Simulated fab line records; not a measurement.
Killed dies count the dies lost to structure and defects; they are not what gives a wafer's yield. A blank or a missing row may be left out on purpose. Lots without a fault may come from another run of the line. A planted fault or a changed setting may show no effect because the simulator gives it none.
2 desks looking at one fault    flow sky130    only its own numbers are on each desk; what lay behind them is given at the end

THE TOOL OWNER'S DESK: litho-track-04
At SKY_VIA1_SOFTBAKE_08 (time 90 s), the tool's own readings, given per lot that ran on this tool as the mean of the sampled wafers with a number. The brackets show how far a lot's mean lies from the usual mean; more than 4 standard deviations puts the lot out of limits, marked OUT.
Columns: A = run-length-s at SKY_VIA1_SOFTBAKE_08, usual 119.10 s
lot   first seen here  A
L380  day 34 04:00     119.19
L381  day 35 04:00     123.57 (+17) OUT
L382  day 35 05:00     123.62 (+17) OUT
L394  day 39 02:00     119.13
L400  day 40 03:00     119.21
L402  day 40 09:00     119.14
This desk's verdict: out of limits on L381, L382, starting with L381 at day 35 04:00 (run-length-s at SKY_VIA1_SOFTBAKE_08). Within limits: L380, L394, L400, L402.

METROLOGY DESK
What the gauges read for every lot (on any tool): the sampled wafers with a number, averaged. The brackets show how far a lot's mean lies from the usual mean; more than 4 standard deviations puts the lot out of limits, marked OUT.
Columns: A = VIA1_OVL at SKY_VIA1_OVL_MEAS_13, usual -1 nm
lot   first seen here  A
L380  day 34 18:24     -4
L381  day 35 17:50     4
L382  day 35 18:57     -7
L386  day 36 15:51     2
L391  day 37 17:21     1
L392  day 37 23:48     -5
L393  day 38 10:46     -6
L394  day 39 13:08     8
L395  day 39 15:03     -5
L398  day 39 22:48     -4
L400  day 40 15:03     9
L401  day 40 20:02     5
L402  day 40 22:09     -1
This desk's finding: nothing out of limits on any of the 13 lots.

TAKEN TOGETHER
An alarm could have come from the tool owner's desk at day 35 04:00, on L381, L382.
The metrology desk saw nothing out of limits.
The metrology desk has L381, L382 on record, within its limits.
All the named lots went through SKY_VIA1_SOFTBAKE_08 on litho-track-04.

WHAT HAD BEEN PUT IN BY THE SIMULATOR
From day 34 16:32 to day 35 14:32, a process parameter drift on litho-track-04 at SKY_VIA1_SOFTBAKE_08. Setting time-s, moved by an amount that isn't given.
Shown lots that were struck: L381, L382.
Time in hours from fault onset to the first out-of-limits reading at each desk: the tool owner's desk, 11.
